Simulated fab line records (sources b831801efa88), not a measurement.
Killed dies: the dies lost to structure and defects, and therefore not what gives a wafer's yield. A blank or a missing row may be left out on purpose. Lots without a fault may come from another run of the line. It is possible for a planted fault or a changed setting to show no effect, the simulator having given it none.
fab line records | flow sky130
[record] lots = 12 | wafers = 36 | lastDay = 50
route steps=708 shown VT_ADJUST_HVTP@92 VT_ADJUST_LVTN@107 POLY_GATE@204 PAD_OPEN@708
lots with no fault: from the same line, run without faults
startH: hours from the record's first day to the start of the lot's first wafer shown | waitH: hours since the lot's step before | " repeats the value in the row above | L1.1+2: one row covering several wafers at once | - value missing, or start not given | * or withheld: withheld | < > ~ a bound
route shown NAME@n: a module of which the file shows steps, and the number in the route of the first | usual: mean and standard deviation over wafers with no fault | same: alike in all rows | chamber/n: place in a boat | sites: readings site by site | _std_site: their standard deviation | _edge_site: inner sites' mean taken away from outer sites' mean | radiusMm: how far each site lies from the wafer's centre | mask NAME#n: copy n | behind: tool/chamber where the wafer was last shaped | hold: why the lot was held/for how many hours/how that ended | device: the transistor (n, p or np) that didn't switch | end of line: tests of these same wafers at the route's end | a step given without rows: its recipe and nothing more | killed: at the first sort, the dies lost to defects and structure; wafer yield is something else | map: dies across one wafer; x = killed, . = not, _ = none there
set.NAME: the run value of the setting; set.NAME@STEP: its run value at that earlier step | model.NAME: the simulator's own value behind a step, which no gauge read
one table for each step of the route and one row for each wafer, over a sample of lots
services: a tool's chamber out of use, with start hour (startH, from the record's first day; less than 0 if before it), hours out, and reason
[[steps]]
[step SKY_VT_ADJUST_HVTP_CD_MEAS_07]
[recipe] targetCdNm = 380
[usual] cdNm = 379.3/2.6
lot.wafer | tool     | chamber | startH | waitH | cdNm
L921.1    | cdSem-02 | -       | 125.71 | 0.1   | 375.5
L921.3    | "        | -       | "      | "     | 374.8
L921.4    | "        | -       | "      | "     | 377.0
L922.1    | cdSem-01 | -       | 131.49 | 0.1   | 377.9
L922.5    | "        | -       | "      | "     | 377.0
L922.6    | "        | -       | "      | "     | 376.6
L924.1    | cdSem-01 | -       | 147.64 | 0.1   | 378.1
L924.2    | "        | -       | "      | "     | 376.9
L924.3    | "        | -       | "      | "     | 376.2
L925.2    | cdSem-02 | -       | 157.86 | 0.1   | 377.9
L925.5    | "        | -       | "      | "     | 379.2
L925.6    | "        | -       | "      | "     | 378.0
L935.1    | cdSem-02 | -       | 215.54 | 0.1   | 379.5
L935.2    | "        | -       | "      | "     | 379.5
L935.4    | "        | -       | "      | "     | 379.6
L936.2    | cdSem-01 | -       | 219.53 | 0.1   | 373.9
L936.3    | "        | -       | "      | "     | 373.8
L936.6    | "        | -       | "      | "     | 373.9
L939.3    | cdSem-02 | -       | 234.85 | 0.1   | 380.7
L939.4    | "        | -       | "      | "     | 382.1
L939.5    | "        | -       | "      | "     | 380.8
L940.1    | cdSem-01 | -       | 240.01 | 0.1   | 380.3
L940.5    | "        | -       | "      | "     | 380.2
L940.6    | "        | -       | "      | "     | 378.4
L941.3    | cdSem-01 | -       | 245.35 | 0.1   | 375.0
L941.5    | "        | -       | "      | "     | 375.7
L941.6    | "        | -       | "      | "     | 378.4
L942.2    | cdSem-01 | -       | 252.83 | 0.1   | 386.4
L942.4    | "        | -       | "      | "     | 384.9
L942.5    | "        | -       | "      | "     | 387.7
L943.4    | cdSem-02 | -       | 262.32 | 0.1   | 376.6
L943.5    | "        | -       | "      | "     | 378.4
L943.6    | "        | -       | "      | "     | 375.9
L944.1    | cdSem-01 | -       | 270.91 | 0.1   | 379.1
L944.5    | "        | -       | "      | "     | 380.2
L944.6    | "        | -       | "      | "     | 379.1
[step SKY_VT_ADJUST_LVTN_TW_MEAS_10]
[usual] VT_ADJUST_LVTN_TW = 239.3/2.2
lot.wafer | tool         | chamber | startH | waitH | VT_ADJUST_LVTN_TW
L921.1    | filmMetro-04 | -       | 146.45 | 0.1   | 236.6
L921.3    | "            | -       | "      | "     | 238.5
L921.4    | "            | -       | "      | "     | 238.2
L922.1    | filmMetro-02 | -       | 152.30 | 0.1   | 239.4
L922.5    | "            | -       | "      | "     | 240.8
L922.6    | "            | -       | "      | "     | 240.7
L924.1    | filmMetro-04 | -       | 167.75 | 0.1   | 237.6
L924.2    | "            | -       | "      | "     | 236.7
L924.3    | "            | -       | "      | "     | 235.0
L925.2    | filmMetro-03 | -       | 178.71 | 0.1   | 244.2
L925.5    | "            | -       | "      | "     | 242.9
L925.6    | "            | -       | "      | "     | 241.8
L935.1    | filmMetro-04 | -       | 237.60 | 0.1   | 237.8
L935.2    | "            | -       | "      | "     | 237.9
L935.4    | "            | -       | "      | "     | 237.8
L936.2    | filmMetro-03 | -       | 240.96 | 0.1   | 241.9
L936.3    | "            | -       | "      | "     | 243.3
L936.6    | "            | -       | "      | "     | 242.9
L939.3    | filmMetro-02 | -       | 257.57 | 0.1   | 238.3
L939.4    | "            | -       | "      | "     | 238.7
L939.5    | "            | -       | "      | "     | 238.5
L940.1    | filmMetro-04 | -       | 263.10 | 0.1   | 237.3
L940.5    | "            | -       | "      | "     | 235.9
L940.6    | "            | -       | "      | "     | 236.5
L941.3    | filmMetro-02 | -       | 270.22 | 0.1   | 240.2
L941.5    | "            | -       | "      | "     | 239.0
L941.6    | "            | -       | "      | "     | 239.5
L942.2    | filmMetro-04 | -       | 277.54 | 0.1   | 237.5
L942.4    | "            | -       | "      | "     | 238.7
L942.5    | "            | -       | "      | "     | 237.2
L943.4    | filmMetro-02 | -       | 288.28 | 0.1   | 240.5
L943.5    | "            | -       | "      | "     | 240.9
L943.6    | "            | -       | "      | "     | 240.7
L944.1    | filmMetro-04 | -       | 296.45 | 0.1   | 237.2
L944.5    | "            | -       | "      | "     | 236.6
L944.6    | "            | -       | "      | "     | 237.0
[step SKY_VT_ADJUST_LVTN_OVL_MEAS_18]
[usual] VT_ADJUST_LVTN_01_OVL = 0.3/1.4
lot.wafer | tool       | chamber | startH | waitH | VT_ADJUST_LVTN_01_OVL[nm]
L921.1    | overlay-01 | -       | 166.22 | 0.1   | 0.9
L921.3    | "          | -       | "      | "     | 0.7
L921.4    | "          | -       | "      | "     | 1.3
L922.1    | overlay-02 | -       | 172.37 | 0.1   | 1.5
L922.5    | "          | -       | "      | "     | 0.9
L922.6    | "          | -       | "      | "     | 1.4
L924.1    | overlay-02 | -       | 187.87 | 0.1   | -0.4
L924.2    | "          | -       | "      | "     | 2.0
L924.3    | "          | -       | "      | "     | 1.0
L925.2    | overlay-01 | -       | 200.17 | 0.1   | -0.9
L925.5    | "          | -       | "      | "     | -0.8
L925.6    | "          | -       | "      | "     | 0.5
L935.1    | overlay-01 | -       | 259.56 | 0.1   | -0.4
L935.2    | "          | -       | "      | "     | 0.1
L935.4    | "          | -       | "      | "     | -1.6
L936.2    | overlay-02 | -       | 263.45 | 0.1   | 0.0
L936.3    | "          | -       | "      | "     | -0.7
L936.6    | "          | -       | "      | "     | -1.5
L939.3    | overlay-02 | -       | 281.96 | 0.1   | -0.7
L939.4    | "          | -       | "      | "     | -0.7
L939.5    | "          | -       | "      | "     | 0.3
L940.1    | overlay-02 | -       | 288.27 | 0.1   | -0.9
L940.5    | "          | -       | "      | "     | 3.0
L940.6    | "          | -       | "      | "     | 0.0
L941.3    | overlay-01 | -       | 295.01 | 0.1   | -0.5
L941.5    | "          | -       | "      | "     | -1.7
L941.6    | "          | -       | "      | "     | -0.8
L942.2    | overlay-02 | -       | 302.22 | 0.1   | 1.2
L942.4    | "          | -       | "      | "     | -1.4
L942.5    | "          | -       | "      | "     | -1.3
L943.4    | overlay-01 | -       | 313.23 | 0.1   | 1.0
L943.5    | "          | -       | "      | "     | 0.1
L943.6    | "          | -       | "      | "     | 2.1
L944.1    | overlay-01 | -       | 322.94 | 0.1   | 0.5
L944.5    | "          | -       | "      | "     | 0.0
L944.6    | "          | -       | "      | "     | 0.6
[step SKY_POLY_GATE_CVD_00]
[recipe] material = poly-Si | targetThkNm = 180 | tempC = 620 | timeS = 720 | pressureMtorr = 200
[usual] spikeTcCentreC = 620.4/0.99 | zonePowerCentrePct = 10.1/0.7
lot.wafer | tool     | chamber | startH | waitH | spikeTcCentreC | zonePowerCentrePct
L921.1    | lpcvd-01 | 1       | 312.02 | 0.0   | 618.9          | 9.5
L921.3    | "        | 1       | "      | "     | 620.3          | 9.5
L921.4    | "        | 1       | "      | "     | 620.1          | 9.6
L922.1    | lpcvd-01 | 1       | 322.35 | 0.0   | 621.8          | 9.6
L922.5    | "        | 1       | "      | "     | 621.9          | 9.7
L922.6    | "        | 1       | "      | "     | 620.6          | 9.5
L924.1    | lpcvd-01 | 1       | 338.40 | 0.0   | 621.1          | 9.5
L924.2    | "        | 1       | "      | "     | 620.2          | 9.7
L924.3    | "        | 1       | "      | "     | 619.8          | 9.5
L925.2    | lpcvd-01 | 1       | 353.80 | 0.0   | 620.0          | 9.4
L925.5    | "        | 1       | "      | "     | 621.1          | 9.7
L925.6    | "        | 1       | "      | "     | 621.1          | 9.5
L935.1    | lpcvd-01 | 1       | 434.19 | 0.0   | 620.7          | 9.6
L935.2    | "        | 1       | "      | "     | 621.1          | 9.7
L935.4    | "        | 1       | "      | "     | 619.7          | 9.7
L936.2    | lpcvd-01 | 0       | 440.03 | 0.0   | 618.2          | 11.1
L936.3    | "        | 0       | "      | "     | 619.3          | 11.1
L936.6    | "        | 0       | "      | "     | 618.6          | 11.0
L939.3    | lpcvd-01 | 1       | 462.74 | 0.0   | 621.7          | 9.6
L939.4    | "        | 1       | "      | "     | 620.8          | 9.6
L939.5    | "        | 1       | "      | "     | 622.3          | 9.5
L940.1    | lpcvd-01 | 0       | 470.14 | 0.0   | 621.2          | 11.0
L940.5    | "        | 0       | "      | "     | 621.4          | 11.1
L940.6    | "        | 0       | "      | "     | 621.2          | 10.9
L941.3    | lpcvd-01 | 1       | 476.49 | 0.0   | 620.3          | 9.5
L941.5    | "        | 1       | "      | "     | 620.3          | 9.4
L941.6    | "        | 1       | "      | "     | 621.6          | 9.5
L942.2    | lpcvd-01 | 1       | 485.43 | 0.0   | 618.0          | 9.4
L942.4    | "        | 1       | "      | "     | 621.2          | 9.7
L942.5    | "        | 1       | "      | "     | 619.3          | 9.8
L943.4    | lpcvd-01 | 1       | 498.14 | 0.0   | 620.5          | 9.6
L943.5    | "        | 1       | "      | "     | 621.4          | 9.7
L943.6    | "        | 1       | "      | "     | 619.9          | 9.7
L944.1    | lpcvd-01 | 0       | 510.52 | 0.0   | 620.5          | 11.1
L944.5    | "        | 0       | "      | "     | 622.1          | 11.0
L944.6    | "        | 0       | "      | "     | 619.8          | 11.1
[step SKY_POLY_GATE_THK_MEAS_01]
[recipe] reads = poly-Si_of_POLY_GATE_CVD_00
[usual] POLY_GATE_CVD_00_THK = 180.8/1.8
lot.wafer | tool         | chamber | startH | waitH | POLY_GATE_CVD_00_THK[nm]
L921.1    | filmMetro-02 | -       | 313.22 | 0.0   | 179.7
L921.3    | "            | -       | "      | "     | 181.1
L921.4    | "            | -       | "      | "     | 180.3
L922.1    | filmMetro-01 | -       | 323.55 | 0.0   | 181.4
L922.5    | "            | -       | "      | "     | 180.8
L922.6    | "            | -       | "      | "     | 179.7
L924.1    | filmMetro-01 | -       | 340.20 | 0.0   | 151.0
L924.2    | "            | -       | "      | "     | 149.0
L924.3    | "            | -       | "      | "     | 149.6
L925.2    | filmMetro-02 | -       | 355.01 | 0.0   | 149.0
L925.5    | "            | -       | "      | "     | 149.7
L925.6    | "            | -       | "      | "     | 148.9
L935.1    | filmMetro-02 | -       | 435.39 | 0.0   | 179.3
L935.2    | "            | -       | "      | "     | 178.8
L935.4    | "            | -       | "      | "     | 180.3
L936.2    | filmMetro-01 | -       | 441.24 | 0.0   | 183.9
L936.3    | "            | -       | "      | "     | 182.5
L936.6    | "            | -       | "      | "     | 182.1
L939.3    | filmMetro-01 | -       | 464.56 | 0.0   | 179.4
L939.4    | "            | -       | "      | "     | 178.4
L939.5    | "            | -       | "      | "     | 179.7
L940.1    | filmMetro-03 | -       | 471.34 | 0.0   | 182.2
L940.5    | "            | -       | "      | "     | 180.7
L940.6    | "            | -       | "      | "     | 181.9
L941.3    | filmMetro-03 | -       | 477.71 | 0.0   | 181.0
L941.5    | "            | -       | "      | "     | 180.7
L941.6    | "            | -       | "      | "     | 179.4
L942.2    | filmMetro-02 | -       | 486.64 | 0.0   | 178.6
L942.4    | "            | -       | "      | "     | 178.4
L942.5    | "            | -       | "      | "     | 180.2
L943.4    | filmMetro-03 | -       | 499.37 | 0.0   | 179.4
L943.5    | "            | -       | "      | "     | 180.1
L943.6    | "            | -       | "      | "     | 181.1
L944.1    | filmMetro-02 | -       | 512.32 | 0.0   | 180.0
L944.5    | "            | -       | "      | "     | 179.1
L944.6    | "            | -       | "      | "     | 181.3
[step SKY_POLY_GATE_ETCH_17]
[recipe] targetDepthNm = 180 | stopOn = SiO2 | overEtchFrac = 0.56667 | chemistry = HBr/Cl2 | target = poly-Si | icpW = 400 | biasW = 100 | pressureMtorr = 10 | HBr_flow_sccm = 150 | Cl2_flow_sccm = 50 | timeS = 70.5
[usual] biasW = 100.0/0.3 | drypumpMotorCurrentA = 5.9/0.52 | heBacksideLeakSccm = 2.62/0.22 | oesProductAu = 0.986/0.009 | throttleValvePct = 33.684/0.0093
lot.wafer | tool     | chamber | startH | waitH | biasW | drypumpMotorCurrentA | heBacksideLeakSccm | oesProductAu | rfHoursCounterH | throttleValvePct
L921.1    | rieSi-02 | 3       | 370.15 | 0.0   | 100.1 | 6.1                  | 2.67               | 0.998        | 3               | 33.688
L921.3    | "        | 2       | "      | "     | 99.6  | 5.4                  | 2.17               | 0.999        | 20              | 33.682
L921.4    | "        | 1       | "      | "     | 99.7  | 6.2                  | 2.48               | 0.993        | 3               | 33.686
L922.1    | rieSi-01 | 3       | 380.93 | 0.0   | 100.3 | 6.7                  | 3.26               | 0.986        | 1               | 33.686
L922.5    | "        | 1       | "      | "     | 100.3 | 5.5                  | 2.37               | 0.992        | -               | 33.678
L922.6    | "        | 0       | "      | "     | 100.3 | 5.7                  | 2.54               | 0.982        | -               | 33.679
L924.1    | rieSi-01 | 1       | 399.78 | 0.0   | 99.9  | 5.5                  | 2.62               | 0.880        | 22              | 33.688
L924.2    | "        | 2       | "      | "     | 100.1 | 5.0                  | 2.46               | 0.871        | 4               | 33.676
L924.3    | "        | 3       | "      | "     | 99.9  | 6.6                  | 3.10               | 0.876        | 1               | 33.696
L925.2    | rieSi-01 | 1       | 416.05 | 0.0   | 99.7  | 5.5                  | 2.60               | 0.864        | 22              | 33.701
L925.5    | "        | 2       | "      | "     | 100.0 | 5.0                  | 2.85               | 0.876        | -               | 33.680
L925.6    | "        | 1       | "      | "     | 99.9  | 5.5                  | 2.57               | 0.875        | -               | 33.671
L935.1    | rieSi-01 | 0       | 500.03 | 0.0   | 99.7  | 5.7                  | 2.48               | 0.983        | 27              | 33.687
L935.2    | "        | 1       | "      | "     | 99.8  | 5.5                  | 2.64               | 0.977        | 23              | 33.688
L935.4    | "        | 3       | "      | "     | 99.6  | 6.7                  | 2.90               | 0.978        | 2               | 33.677
L936.2    | rieSi-02 | 3       | 505.55 | 0.0   | 99.5  | 6.1                  | 2.54               | 1.006        | 4               | 33.703
L936.3    | "        | 2       | "      | "     | 100.1 | 5.4                  | 2.26               | 0.997        | 21              | 33.696
L936.6    | "        | 3       | "      | "     | 99.6  | 6.1                  | 2.63               | 0.996        | -               | 33.686
L939.3    | rieSi-01 | 0       | 528.58 | 0.0   | 100.3 | 5.7                  | 2.52               | 0.984        | 27              | 33.684
L939.4    | "        | 3       | "      | "     | 100.2 | 6.7                  | 3.01               | 0.981        | 2               | 33.690
L939.5    | "        | 2       | "      | "     | 100.1 | 5.0                  | 2.74               | 0.974        | -               | 33.697
L940.1    | rieSi-02 | 1       | 534.80 | 0.0   | 99.6  | 6.2                  | 2.46               | 0.997        | 4               | 33.666
L940.5    | "        | 1       | "      | "     | 99.8  | 6.2                  | 2.42               | 0.995        | -               | 33.697
L940.6    | "        | 2       | "      | "     | 99.6  | 5.4                  | 2.34               | 0.997        | -               | 33.688
L941.3    | rieSi-01 | 3       | 541.10 | 0.0   | 100.4 | 6.7                  | 2.88               | 0.990        | 2               | 33.679
L941.5    | "        | 3       | "      | "     | 100.3 | 6.7                  | 2.74               | 0.986        | -               | 33.675
L941.6    | "        | 2       | "      | "     | 100.1 | 5.0                  | 2.54               | 0.975        | -               | 33.681
L942.2    | rieSi-02 | 1       | 551.45 | 0.0   | 99.3  | 6.2                  | 2.42               | 0.985        | 4               | 33.694
L942.4    | "        | 3       | "      | "     | 99.8  | 6.1                  | 2.69               | 0.990        | 4               | 33.671
L942.5    | "        | 0       | "      | "     | 100.6 | 6.2                  | 2.77               | 0.980        | -               | 33.672
L943.4    | rieSi-01 | 0       | 562.33 | 0.0   | 100.0 | 5.7                  | 2.55               | 0.976        | 27              | 33.684
L943.5    | "        | 1       | "      | "     | 99.7  | 5.5                  | 2.62               | 0.978        | -               | 33.687
L943.6    | "        | 2       | "      | "     | 100.4 | 5.0                  | 2.59               | 0.979        | -               | 33.676
L944.1    | rieSi-02 | 3       | 574.60 | 0.0   | 100.1 | 6.1                  | 2.55               | 0.993        | 4               | 33.690
L944.5    | "        | 1       | "      | "     | 99.9  | 6.2                  | 2.58               | 0.991        | -               | 33.679
L944.6    | "        | 0       | "      | "     | 99.9  | 6.2                  | 2.70               | 0.985        | -               | 33.680
[step SKY_PAD_OPEN_PROBE_99]
[usual] killed_at_M0_to_M3 = 44/6.5 | killed_at_M4_up = 2.9/1.7 | killedAtContacts = 24/5.7 | killedAtFrontEnd = 16/4.4 | killedAtOther = 0.2/0.48 | killedDies = 87/9.6 | killedOpen = 48/6.7 | killedShort = 38/6.2
[same] grossDies = 492 | killedAtBackSide = 0
lot.wafer | tool      | chamber | startH  | waitH | killed_at_M0_to_M3 | killed_at_M4_up | killedAtContacts | killedAtFrontEnd | killedAtOther | killedDies | killedOpen | killedShort
L922.1    | prober-01 | -       | 1085.79 | 0.1   | 47                 | 2               | 22               | 16               | 0             | 87         | 45         | 42
L922.5    | prober-01 | -       | 1085.99 | 0.2   | 34                 | 3               | 15               | 22               | 1             | 75         | 37         | 38
L922.6    | prober-01 | -       | 1086.04 | 0.2   | 55                 | 2               | 19               | 18               | 0             | 94         | 50         | 44
L924.2    | prober-02 | -       | 1100.61 | 0.1   | 39                 | 4               | 29               | 27               | 0             | 99         | 52         | 47
L925.2    | prober-01 | -       | 1108.03 | 0.1   | 31                 | 2               | 28               | 17               | 0             | 78         | 41         | 37
L925.5    | prober-01 | -       | 1108.18 | 0.2   | 43                 | 0               | 24               | 16               | 1             | 84         | 50         | 33
L925.6    | prober-01 | -       | 1108.23 | 0.2   | 43                 | 1               | 24               | 15               | 1             | 84         | 48         | 35
L936.2    | prober-01 | -       | 1176.22 | 0.1   | 45                 | 3               | 21               | 20               | 0             | 89         | 45         | 44
L936.3    | prober-01 | -       | 1176.27 | 0.2   | 41                 | 2               | 29               | 20               | 1             | 93         | 52         | 40
L936.6    | prober-01 | -       | 1176.42 | 0.2   | 46                 | 4               | 15               | 20               | 0             | 85         | 50         | 35
// killed by level:class
L922.1 VIA2:geometricParticle:open=11 VIA1:geometricParticle:open=9 CONTACT:geometricParticle:short=7 LI_CONTACT:geometricParticle:open=6 CONTACT:geometricParticle:open=5 METAL1:geometricParticle:short=5 FIELD_ISO:geometricParticle:short=4 LOCAL_INTERCONNECT:geometricParticle:short=4
L922.5 FIELD_ISO:geometricParticle:short=11 CONTACT:geometricParticle:open=7 VIA1:geometricParticle:open=6 FIELD_ISO:geometricParticle:open=5 VIA2:geometricParticle:open=5 METAL1:geometricParticle:short=5 LI_CONTACT:geometricParticle:open=4 VIA1:geometricParticle:short=3
L922.6 VIA1:geometricParticle:open=11 METAL2:geometricParticle:short=10 VIA3:geometricParticle:open=8 VIA2:geometricParticle:open=7 CONTACT:geometricParticle:open=6 FIELD_ISO:geometricParticle:open=5 POLY_GATE:geometricParticle:short=5 VIA1:geometricParticle:short=5
L924.2 LOCAL_INTERCONNECT:geometricParticle:short=10 POLY_GATE:geometricParticle:open=8 LI_CONTACT:geometricParticle:open=8 VIA1:geometricParticle:open=7 VIA2:geometricParticle:open=7 FIELD_ISO:geometricParticle:short=6 VIA3:geometricParticle:open=6 CONTACT:geometricParticle:short=5
L925.2 VIA1:geometricParticle:open=9 LI_CONTACT:geometricParticle:open=9 CONTACT:geometricParticle:short=6 CONTACT:geometricParticle:open=6 FIELD_ISO:geometricParticle:short=5 POLY_GATE:geometricParticle:short=5 METAL2:geometricParticle:short=5 METAL1:geometricParticle:short=4
L925.5 CONTACT:geometricParticle:open=13 VIA1:geometricParticle:open=8 VIA3:geometricParticle:open=8 VIA2:geometricParticle:open=7 METAL1:geometricParticle:short=7 POLY_GATE:geometricParticle:short=6 CONTACT:geometricParticle:short=6 FIELD_ISO:geometricParticle:open=4
L925.6 VIA1:geometricParticle:open=12 LI_CONTACT:geometricParticle:short=8 CONTACT:geometricParticle:open=8 VIA3:geometricParticle:open=8 VIA2:geometricParticle:open=6 POLY_GATE:geometricParticle:open=4 LOCAL_INTERCONNECT:geometricParticle:short=4 METAL1:geometricParticle:short=4
L936.2 VIA1:geometricParticle:open=13 CONTACT:geometricParticle:open=7 VIA2:geometricParticle:open=7 FIELD_ISO:geometricParticle:short=6 METAL1:geometricParticle:short=6 LI_CONTACT:geometricParticle:open=5 POLY_GATE:geometricParticle:short=5 METAL2:geometricParticle:short=5
L936.3 CONTACT:geometricParticle:open=11 METAL2:geometricParticle:short=9 VIA1:geometricParticle:open=8 POLY_GATE:geometricParticle:open=6 LI_CONTACT:geometricParticle:open=6 LOCAL_INTERCONNECT:geometricParticle:short=6 VIA2:geometricParticle:open=6 POLY_GATE:geometricParticle:short=5
L936.6 VIA1:geometricParticle:open=8 METAL2:geometricParticle:short=7 VIA2:geometricParticle:open=7 CONTACT:geometricParticle:open=6 POLY_GATE:geometricParticle:open=6 LI_CONTACT:geometricParticle:open=6 FIELD_ISO:geometricParticle:short=5 FIELD_ISO:geometricParticle:open=5
[[services]]
tool     | chamber | startH | hours | kind
rieSi-01 | 1       | 290.79 | 6.2   | repair
lpcvd-01 | -       | 314.79 | 1.6   | repair
rieSi-02 | -       | 398.26 | 14.6  | pm
rieSi-01 | -       | 398.74 | 0.7   | repair
lpcvd-01 | -       | 447.15 | 2.8   | pm
rieSi-01 | 0       | 456.08 | 19.7  | repair
rieSi-02 | 2       | 488.82 | 3.9   | repair
rieSi-01 | 2       | 521.48 | 4.1   | repair
[[key]]
[firstSign] step = SKY_POLY_GATE_THK_MEAS_01 | reading = POLY_GATE_CVD_00_THK | direction = down | sigmas = 17 | usual = 180.8 | struck = 149.5
[effect] step = SKY_POLY_GATE_ETCH_17 | reading = oesProductAu | direction = down | sigmas = 13 | usual = 0.986 | struck = 0.874
metAt SKY_POLY_GATE_CVD_00
struckLots L924,L925
struckWafers L924.1,L924.2,L924.3,L925.2,L925.5,L925.6
testerLeftOut L924,L925
notActingAt SKY_VT_ADJUST_HVTP_CD_MEAS_07,SKY_VT_ADJUST_LVTN_TW_MEAS_10,SKY_VT_ADJUST_LVTN_OVL_MEAS_18
onsetBetween 322.35 338.40
[fault] kind = processParameterDrift | tool = lpcvd-01 | chamber = 1 | onsetH = 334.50 | steps = SKY_POLY_GATE_CVD_00 | channel = targetThkNm | offset = -32.245 | shape = step | endH = 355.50 | stated = 180
// testerLeftOut: of these lots the tester's yield and bins aren't shown, on N5 and GAA mostly nor the transistor test; their killed dies are dies lost to structure and defects alone, not to doping, threshold or leakage, so they don't give the yield
